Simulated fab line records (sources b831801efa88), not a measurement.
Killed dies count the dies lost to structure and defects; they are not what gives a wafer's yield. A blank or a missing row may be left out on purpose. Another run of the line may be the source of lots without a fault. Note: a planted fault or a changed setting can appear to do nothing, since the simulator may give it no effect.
Chamber matching + flow gf180mcu + cmp-02 running GF_CONTACT_CMP_27: 4 sister chambers
The step polishes, stops on SiO2, t overpolish 15 s, target thk 0 nm. 4 wafers are shown with their chamber, then 9 later ones without.

WAFERS, EACH WITH ITS CHAMBER
| wafer  | chamber | motor_current_A (A) |
|--------|---------|---------------------|
| L834.1 | 2       | 10.8                |
| L836.1 | 1       | 12.7                |
| L836.2 | 3       | 10.9                |
| L836.5 | 0       | 9.2                 |

WAFERS WITH NO CHAMBER GIVEN
| wafer  | motor_current_A (A) |
|--------|---------------------|
| L837.2 | 11.0                |
| L837.3 | 10.2                |
| L837.6 | 9.8                 |
| L841.2 | 11.8                |
| L841.4 | 10.7                |
| L841.5 | 10.7                |
| L843.2 | 8.7                 |
| L843.3 | 10.6                |
| L843.4 | 12.1                |

THE CHAMBER EACH PASSED THROUGH
| wafer  | from the rows above          | in truth |
|--------|------------------------------|----------|
| L837.2 | can't be placed: 3 or 2      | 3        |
| L837.3 | can't be placed: 2 or 3 or 0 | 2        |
| L837.6 | can't be placed: 0 or 2 or 3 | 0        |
| L841.2 | can't be placed: 1 or 3 or 2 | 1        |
| L841.4 | can't be placed: 2 or 3      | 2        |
| L841.5 | can't be placed: 2 or 3      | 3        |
| L843.2 | 0                            | 0        |
| L843.3 | can't be placed: 2 or 3      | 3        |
| L843.4 | can't be placed: 1 or 3 or 2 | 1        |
Correct placement for 1 of the 9. Can't be placed from these rows: 8 (the true chamber is among the candidates in 8). 0 placed wrongly.
How it was worked out, from the rows above alone: a wafer's distance from a chamber is the root of the sum, over the readings, of the square of ((its reading less the chamber's mean) divided by the reading's scatter). If the next closest chamber is less than 2 further off than the closest, the wafer can't be placed; otherwise it belongs to the closest. A chamber's mean is the mean of its shown wafers. The scatter: root of mean squared gap, hidden wafer to nearest shown wafer, with one shown wafer a chamber.
